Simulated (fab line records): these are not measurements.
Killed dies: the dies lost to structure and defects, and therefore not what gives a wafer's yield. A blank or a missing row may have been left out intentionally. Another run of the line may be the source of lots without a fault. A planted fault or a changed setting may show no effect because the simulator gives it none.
Which tool is to blame?    flow gf180mcu    6 lots with 18 wafers sampled at 2 steps, on a route of 602 steps

## WHAT THE GAUGES SHOWED, per wafer
GF_HV_LDD_THK_MEAS_55.
lot   measured      on             HV_LDD_CVD_54_THK (nm)
L345  day 12 15:18  film metro-04  10.19 10.19 10.11
L348  day 13 19:33  film metro-02  9.93 9.94 9.86
L355  day 16 02:36  film metro-03  6.21 6.19 6.25
L362  day 18 13:16  film metro-04  9.89 9.84 9.89
L364  day 19 08:36  film metro-03  9.96 10.09 10.05
L366  day 19 21:46  film metro-03  10.10 10.16 10.05

## EACH LOT AND THE TOOL THAT RAN IT (in order: tool; ch and the chambers of the sampled wafers; start)
lot   GF_HV_LDD_CVD_54
L345  lpcvd-02 ch 0, day 12 14:17
L348  lpcvd-01 ch 1, day 13 18:32
L355  lpcvd-02 ch 0, day 16 01:35
L362  lpcvd-01 ch 0, day 18 11:44
L364  lpcvd-01 ch 1, day 19 07:03
L366  lpcvd-02 ch 1, day 19 20:44
- GF_HV_LDD_CVD_54: deposits SiO2 from TEOS, target thk 10 nm, time 75 s.

## THE ANSWER, worked out from the rows above alone
Rule: the usual values come from the lots themselves. Put in order of their means at a reading, lots are off if they are a third of the lots or fewer, leave a main group of 4 or more, and stand apart from it by a gap of 3 or more times the standard deviation of the main group's means; of several such gaps the widest counts. If all means in a main group match to the digits the tables above print for the reading, that group is not used. A lot without any number at a reading at which 4 lots or more have one is off too. All remaining lots with rows at the step are treated as sound.
Off: at GF_HV_LDD_THK_MEAS_55 (HV_LDD_CVD_54_THK), L355. Main group: mean 10.02 nm, sd 0.11.
If a tool, at a process step before that reading, ran all the lots that are off and no sound lot after the first of them, it fits. The gauges at GF_HV_LDD_THK_MEAS_55 are tried like those tools. None of those tried fits.

## WHAT THE SIMULATOR HAD INSERTED
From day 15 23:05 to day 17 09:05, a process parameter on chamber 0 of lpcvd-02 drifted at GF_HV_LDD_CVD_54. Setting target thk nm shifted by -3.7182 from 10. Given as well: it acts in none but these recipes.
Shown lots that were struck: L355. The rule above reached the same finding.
